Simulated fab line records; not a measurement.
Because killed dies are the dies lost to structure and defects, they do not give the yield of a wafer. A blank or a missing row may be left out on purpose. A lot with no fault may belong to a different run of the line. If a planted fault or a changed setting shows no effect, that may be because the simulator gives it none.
The tool behind it: which one?    flow sky130    24 lots, 72 wafers sampled, at 5 steps of a route of 708

## WHAT EACH GAUGE READ, for each wafer
SKY_NWELL_TW_MEAS_26. Usual: NWELL_2_TW typically reads 495.5, with standard deviation 2.1.
lot   measured      on             NWELL_2_TW         flag
L074  day 5 06:59   film metro-03  498.9 493.6 496.0  
L075  day 5 13:25   film metro-02  497.1 497.7 499.4  
L076  day 5 19:17   film metro-03  493.0 492.3 492.5  
L077  day 6 02:28   film metro-03  493.3 492.7 494.9  
L078  day 6 06:09   film metro-02  494.7 495.9 494.5  
L079  day 6 12:13   film metro-02  493.0 498.1 496.2  
L080  day 6 17:55   film metro-04  499.0 498.3 494.8  
L081  day 7 01:18   film metro-04  497.3 501.6 498.6  
L082  day 7 07:25   film metro-02  495.1 492.1 496.3  
L083  day 7 12:27   film metro-02  494.1 494.3 492.5  
L084  day 7 20:21   film metro-04  497.2 498.1 495.1  
L085  day 8 00:30   film metro-04  497.6 493.3 497.4  
L086  day 8 06:28   film metro-02  493.1 495.2 493.8  
L087  day 8 14:10   film metro-02  496.9 497.3 492.8  
L088  day 8 23:19   film metro-04  497.6 497.1 496.8  
L089  day 9 06:07   film metro-02  491.9 492.7 493.8  
L090  day 9 08:03   film metro-04  497.9 497.0 498.8  
L091  day 9 13:40   film metro-02  494.1 492.0 493.8  
L092  day 9 18:24   film metro-03  496.1 493.2 494.2  
L093  day 10 02:48  film metro-04  495.5 496.5 499.0  
L094  day 10 07:11  film metro-03  495.8 492.2 491.4  
L095  day 10 12:51  film metro-04  496.3 496.9 497.3  
L096  day 10 19:24  film metro-04  495.1 495.2 493.5  
L097  day 11 03:08  film metro-03  496.7 497.1 495.5  

SKY_VT_ADJUST_HVTR_CD_MEAS_07 targets a cd of 380 nm. Usual: cd nm reads 381.6 nm (standard deviation 2.5).
lot   measured      on         cd nm (nm)         flag
L074  day 9 08:18   cd sem-02  382.7 380.5 380.6  
L075  day 9 23:05   cd sem-01  385.7 385.1 384.9  
L076  day 9 23:13   cd sem-01  374.7 378.0 378.0  
L077  day 10 09:23  cd sem-01  383.0 381.6 383.2  
L078  day 10 15:31  cd sem-01  384.5 383.8 386.1  
L079  day 10 21:00  cd sem-01  385.1 382.7 381.0  
L080  day 11 02:30  cd sem-01  380.6 381.5 382.8  
L081  day 11 12:17  cd sem-01  385.2 380.3 382.4  
L082  day 11 17:52  cd sem-02  381.5 380.3 382.5  
L083  day 12 02:16  cd sem-01  383.1 384.0 383.7  
L084  day 12 11:40  cd sem-01  380.0 377.8 380.3  
L085  day 12 16:46  cd sem-02  382.4 381.3 380.2  
L086  day 12 21:56  cd sem-02  375.9 377.5 377.1  
L087  day 13 09:13  cd sem-01  382.6 380.1 381.0  
L088  day 13 19:24  cd sem-02  381.7 382.2 382.7  
L089  day 14 04:53  cd sem-02  383.7 383.3 382.2  
L090  day 14 06:46  cd sem-01  383.9 383.4 383.5  
L091  day 14 11:25  cd sem-02  384.3 381.3 381.3  
L092  day 14 19:11  cd sem-01  379.2 378.8 380.6  
L093  day 15 06:07  cd sem-01  381.0 383.8 381.1  
L094  day 15 10:30  cd sem-01  382.0 381.9 381.8  
L095  day 15 18:05  cd sem-02  379.6 374.5 377.4  
L096  day 16 01:16  cd sem-02  383.0 380.8 379.8  
L097  day 16 13:10  cd sem-02  379.3 382.0 381.8  

SKY_SONOS_ONO_OVL_MEAS_14. Usual: SONOS_ONO_OVL typically reads 0.2 nm, with standard deviation 1.6.
lot   measured      on          SONOS_ONO_OVL (nm)  flag
L074  day 12 11:24  overlay-02  -0.6 0.2 -2.7       
L075  day 13 02:53  overlay-02  1.0 -0.5 -3.9       
L076  day 13 03:28  overlay-02  -1.9 -0.3 0.6       
L077  day 13 16:20  overlay-02  2.0 -0.1 2.3        
L078  day 14 01:26  overlay-02  0.7 0.4 -0.8        
L079  day 14 04:42  overlay-02  0.6 0.0 -0.4        
L080  day 14 12:43  overlay-02  -0.1 -0.6 1.4       
L081  day 14 21:27  overlay-01  -0.8 -0.9 -2.6      
L082  day 15 04:57  overlay-02  1.6 1.3 -0.2        
L083  day 15 12:24  overlay-01  1.6 1.9 1.2         
L084  day 16 02:26  overlay-02  0.7 2.0 1.2         
L085  day 16 04:15  overlay-02  0.2 -0.1 -0.1       
L086  day 16 18:36  overlay-02  1.2 0.0 -0.8        
L087  day 17 03:27  overlay-01  -1.1 -1.0 -3.2      
L088  day 17 10:32  overlay-02  1.6 0.8 0.4         
L089  day 18 01:43  overlay-01  1.1 0.3 0.1         
L090  day 18 01:57  overlay-02  0.8 0.0 -0.3        
L091  day 18 06:57  overlay-02  3.4 4.8 4.1         
L092  day 18 21:53  overlay-01  0.4 2.0 2.1         
L093  day 19 08:51  overlay-01  0.2 1.7 1.5         
L094  day 19 09:36  overlay-01  -0.2 0.1 0.0        
L095  day 19 20:31  overlay-01  3.4 -0.9 1.2        
L096  day 20 01:44  overlay-02  -0.1 -0.5 -0.9      
L097  day 20 10:27  overlay-02  -1.1 -0.4 -2.4      

SKY_LDD_HVP_TW_MEAS_10. Usual: LDD_HVP_TW typically reads 456, with standard deviation 4.1.
lot   measured      on             LDD_HVP_TW   flag
L074  day 21 17:46  film metro-04  459 457 458  
L075  day 22 08:00  film metro-03  451 455 452  
L076  day 22 09:16  film metro-04  460 461 460  
L077  day 22 23:52  film metro-04  460 460 459  
L078  day 23 00:10  film metro-03  455 453 454  
L079  day 23 09:31  film metro-01  452 451 452  
L080  day 23 19:04  film metro-04  454 459 457  
L081  day 24 03:13  film metro-01  451 452 455  
L082  day 24 09:01  film metro-04  455 455 456  
L083  day 24 23:25  film metro-01  450 451 453  
L084  day 25 12:30  film metro-01  450 446 449  
L085  day 25 14:04  film metro-01  451 451 451  
L086  day 26 08:04  film metro-01  459 460 458  
L087  day 26 16:45  film metro-04  456 458 459  
L088  day 26 20:34  film metro-04  460 458 456  
L089  day 27 12:17  film metro-03  451 451 451  
L090  day 27 11:33  film metro-04  459 459 458  
L091  day 27 10:45  film metro-04  458 461 459  
L092  day 28 18:24  film metro-01  463 462 463  
L093  day 28 21:07  film metro-04  458 457 454  
L094  day 28 21:25  film metro-03  453 452 456  
L095  day 28 22:47  film metro-01  460 462 463  
L096  day 29 03:11  film metro-04  454 459 457  
L097  day 29 07:49  film metro-04  461 459 460  

## WHICH TOOL RAN EACH LOT (tool, then ch and the chambers of the sampled wafers, then the start)
lot   SKY_SONOS_ONO_ETCH_15
L074  rie diel-01 ch 0,2,3, day 12 11:26
L075  rie diel-01 ch 0,3, day 13 02:56
L076  rie diel-03 ch 1,2,3, day 13 03:29
L077  rie diel-03 ch 0,2, day 13 16:22
L078  rie diel-03 ch 0,3, day 14 01:29
L079  rie diel-01 ch 0,2,3, day 14 04:44
L080  rie diel-01 ch 1,2, day 14 12:44
L081  rie diel-03 ch 2,3, day 14 21:29
L082  rie diel-03 ch 0,2,3, day 15 04:59
L083  rie diel-03 ch 1,3, day 15 12:26
L084  rie diel-01 ch 0,1,2, day 16 02:28
L085  rie diel-03 ch 0,2,3, day 16 04:17
L086  rie diel-02 ch 1,2,3, day 16 18:38
L087  rie diel-02 ch 0,2, day 17 03:29
L088  rie diel-03 ch 0,1, day 17 10:34
L089  rie diel-02 ch 0,2, day 18 01:44
L090  rie diel-01 ch 0,1,3, day 18 01:59
L091  rie diel-03 ch 0,1,2, day 18 06:59
L092  rie diel-02 ch 0,3, day 18 21:55
L093  rie diel-03 ch 0,2,3, day 19 08:53
L094  rie diel-02 ch 1,2, day 19 09:37
L095  rie diel-03 ch 1,2, day 19 20:32
L096  rie diel-03 ch 0,1,3, day 20 01:46
L097  rie diel-03 ch 2,3, day 20 10:28
- SKY_SONOS_ONO_ETCH_15: etches the open film in CHF3/O2, target depth 19.52 nm, time 7.8 s.

## AS READ BY THE TOOLS THEMSELVES (means over the sampled wafers that have a number; for cases with no such wafer, the mark the record gives instead)
SKY_SONOS_ONO_ETCH_15. Usual: chf3 flow sccm 49.98 sccm, standard deviation 0.16; drypump motor current A 5.3 A, standard deviation 0.34; oes product au 1.000 a.u., standard deviation 0.011; throttle valve pct 8.825 %, standard deviation 0.01.
lot   tool         chf3 flow sccm (sccm)  drypump motor current A (A)  oes product au (a.u.)  throttle valve pct (%)  flag
L074  rie diel-01  49.87                  5.6                          1.001                  8.831                   
L075  rie diel-01  49.83                  5.9                          1.007                  8.823                   
L076  rie diel-03  50.01                  5.3                          0.997                  8.823                   
L077  rie diel-03  50.10                  5.2                          0.990                  8.823                   
L078  rie diel-03  49.92                  5.2                          1.004                  8.830                   
L079  rie diel-01  49.99                  5.6                          1.001                  8.822                   
L080  rie diel-01  49.89                  5.4                          0.996                  8.832                   
L081  rie diel-03  49.63                  5.1                          1.006                  8.823                   
L082  rie diel-03  50.02                  5.2                          0.998                  8.831                   
L083  rie diel-03  50.05                  5.4                          0.993                  8.820                   
L084  rie diel-01  49.92                  5.5                          1.005                  8.830                   
L085  rie diel-03  50.05                  5.2                          1.010                  8.817                   
L086  rie diel-02  49.88                  5.3                          1.001                  8.820                   
L087  rie diel-02  50.01                  5.5                          1.007                  8.833                   
L088  rie diel-03  50.04                  5.3                          1.001                  8.816                   
L089  rie diel-02  50.13                  5.5                          1.020                  8.832                   
L090  rie diel-01  49.87                  5.7                          0.999                  8.821                   
L091  rie diel-03  49.99                  5.3                          1.001                  8.830                   
L092  rie diel-02  49.94                  4.7                          1.004                  8.821                   
L093  rie diel-03  50.04                  5.2                          0.993                  8.827                   
L094  rie diel-02  49.92                  5.5                          0.994                  8.820                   
L095  rie diel-03  49.95                  5.3                          0.994                  8.822                   
L096  rie diel-03  49.96                  5.3                          0.995                  8.817                   
L097  rie diel-03  49.93                  5.2                          0.994                  8.826                   

## THE ANSWER, worked out from the rows above alone
Rule: a lot counts as off when the mean over its wafers that have a number is more than 3 standard deviations away from the usual mean. A lot without any number at a reading at which 4 lots or more have one is off too. Where the step has rows for the other lots, those lots are counted as sound. First the gauges in route order, then the tools' own readings, where a lot's mean is used as printed above. At the first step where some lot is off, the reading lying furthest off is the one used; lots without a number count as furthest.
No lot is off on any of the readings shown, so nothing can be concluded from this.

## WHAT THE SIMULATOR HAD PUT IN
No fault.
